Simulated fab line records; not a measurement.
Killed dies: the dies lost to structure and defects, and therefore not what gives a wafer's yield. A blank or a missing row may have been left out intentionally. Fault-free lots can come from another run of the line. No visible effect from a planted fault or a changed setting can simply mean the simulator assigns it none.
Comparing a struck lot with a sound one || flow sfq-line || 21 out of 325 route steps
Sound: wafers L419.2, L419.4, L419.6. Struck: wafers L434.1, L434.5, L434.6. The cause is given at the end.
Each step with rows lists, per side, the tool, then ch with its chambers, then its first start. Under that, the readings that differ: sound wafers || struck wafers || difference of the means || sigmas: that difference in standard deviations of wafers without a fault.
alike: readings whose means differ by less than 2 such deviations, and words and numbers that are the same on both sides. not compared: withheld readings, readings that some wafer has no value for, bounds like >300 that may hide the same value, and numbers for which the record gives no deviation and whose values overlap.
Wherever a step has rows on one side only, a row that says differs or no value, or a row with sigmas, the two part there. Numbers that don't overlap but have no deviation are shown without sigmas and don't part them. Lack of a reading on every wafer of one side parts them only where that side has two or more wafers.

first, 3 steps without rows for these wafers: SFQ_TRILAYER_M2_LITHO_EXPOSE_058 (exposes mask M2, target cd 500 nm); SFQ_TRILAYER_M2_LITHO_PEB_060 (peb time 60 s); SFQ_TRILAYER_M2_LITHO_DEVELOP_059 (time 60 s).
SFQ_M2_OVL_MEAS_916:
  sound on overlay-02, day 15 23:35; struck on overlay-02, day 32 23:35
  alike: M2_OVL
SFQ_TRILAYER_M2_BARC_OPEN_METAL_ETCH_077: etches BARC in O2, target depth 125 nm, time 41.7 s.
  sound on rie-metal-01 ch 0,1, day 15 23:37; struck on rie-metal-04 ch 0,1, day 32 23:37
  alike: drypump-motor-current-A, oes-product-au
  not compared: rf-hours-counter-h
then, 1 step without rows for these wafers: SFQ_TRILAYER_M2_ETCH_METAL_ETCH_060 (etches Nb in Cl2/Ar, stops on SiO2, target depth 240 nm, time 120 s).
SFQ_TRILAYER_M2_STRIP_STRIP_061: strips in O2.
  sound on rie-metal-01 ch 0,1, day 15 23:47; struck on rie-metal-04 ch 0,1, day 32 23:49
  alike: drypump-motor-current-A, oes-product-au
  not compared: rf-hours-counter-h
then, 1 step without rows for these wafers: SFQ_TRILAYER_M2_STRIP_SOLV_CLEAN_062 (cleans in NMP, time 600 s).
SFQ_TRILAYER_I2_DEP_PECVD_063: deposits SiO2 from SiH4/N2O, time 111.11 s, target thk 500 nm.
  sound on pecvd-02 ch 1,2, day 16 00:34; struck on pecvd-01 ch 0,1,2, day 33 00:35
  alike: heater-power-w, throttle-valve-pct
  not compared: since-wet-clean-h
SFQ_TRILAYER_I2_CMP_CMP_064: polishes SiO2.
  sound on cmp-02 ch 0,1,2, day 16 01:56; struck on cmp-02 ch 0,3, day 33 09:04
  alike: motor-current-A, platen-rpm, time-to-endpoint-s
SFQ_I2_BOW_MEAS_917:
  sound on film-metro-03, day 16 04:27; struck on film-metro-03, day 33 12:04
  alike: I2_BOW
SFQ_TRILAYER_I2_METRO_MEASURE_065:
  sound on film-metro-03, day 16 04:45; struck on film-metro-03, day 33 12:11
  alike: thk-nm
SFQ_TRILAYER_I2_VIA_LITHO_COAT_072: resist thk 62 nm.
  sound on litho-track-03 ch 0, day 16 05:48; struck on litho-track-03 ch 0, day 33 13:23
{"reading": "model.BARC_of_TRILAYER_I2_VIA_LITHO_COAT_072.thk-nm (nm)", "sound": "61.88 61.65 61.93", "struck": "57.84 57.73 57.74", "difference": -4.05, "sigmas": ""}
  alike: dispense-pressure-kPa, resist-line-temp-C
then, 5 steps without rows for these wafers: SFQ_TRILAYER_I2_VIA_LITHO_COAT_067 (resist thk 650 nm); SFQ_TRILAYER_I2_VIA_LITHO_SOFTBAKE_071; SFQ_TRILAYER_I2_VIA_LITHO_EXPOSE_068 (exposes mask I2, target cd 500 nm); SFQ_TRILAYER_I2_VIA_LITHO_PEB_070 (peb time 60 s); SFQ_TRILAYER_I2_VIA_LITHO_DEVELOP_069 (time 60 s).
-- the record jumps here: 5 days lie between the struck wafers' starts before and after --
SFQ_I2_OVL_MEAS_918:
  sound on overlay-02, day 22 13:07; struck on overlay-02, day 38 21:24
  alike: I2_OVL
SFQ_TRILAYER_I2_VIA_BARC_OPEN_VIA_ETCH_096: etches BARC in O2, target depth 125 nm, time 41.7 s.
  sound on rie-diel-02 ch 0,3, day 22 13:09; struck on rie-diel-03 ch 0,2,3, day 38 21:26
{"reading": "oes-product-au (a.u.)", "sound": "0.676 0.686 0.688", "struck": "0.665 0.659 0.668", "difference": -0.019, "sigmas": -4}
{"reading": "model.etch.depth-nm (nm)", "sound": "61.88 61.65 61.93", "struck": "57.84 57.73 57.74", "difference": -4.05, "sigmas": ""}
  alike: drypump-motor-current-A
  not compared: rf-hours-counter-h
then, 1 step without rows for these wafers: SFQ_TRILAYER_I2_VIA_ETCH_VIA_ETCH_070 (etches SiO2 in CHF3, stops on Nb, target depth 260 nm).

WHERE THEY PART
Within this record, at SFQ_TRILAYER_I2_VIA_BARC_OPEN_VIA_ETCH_096 only.

WHY: what had been put in by the simulator
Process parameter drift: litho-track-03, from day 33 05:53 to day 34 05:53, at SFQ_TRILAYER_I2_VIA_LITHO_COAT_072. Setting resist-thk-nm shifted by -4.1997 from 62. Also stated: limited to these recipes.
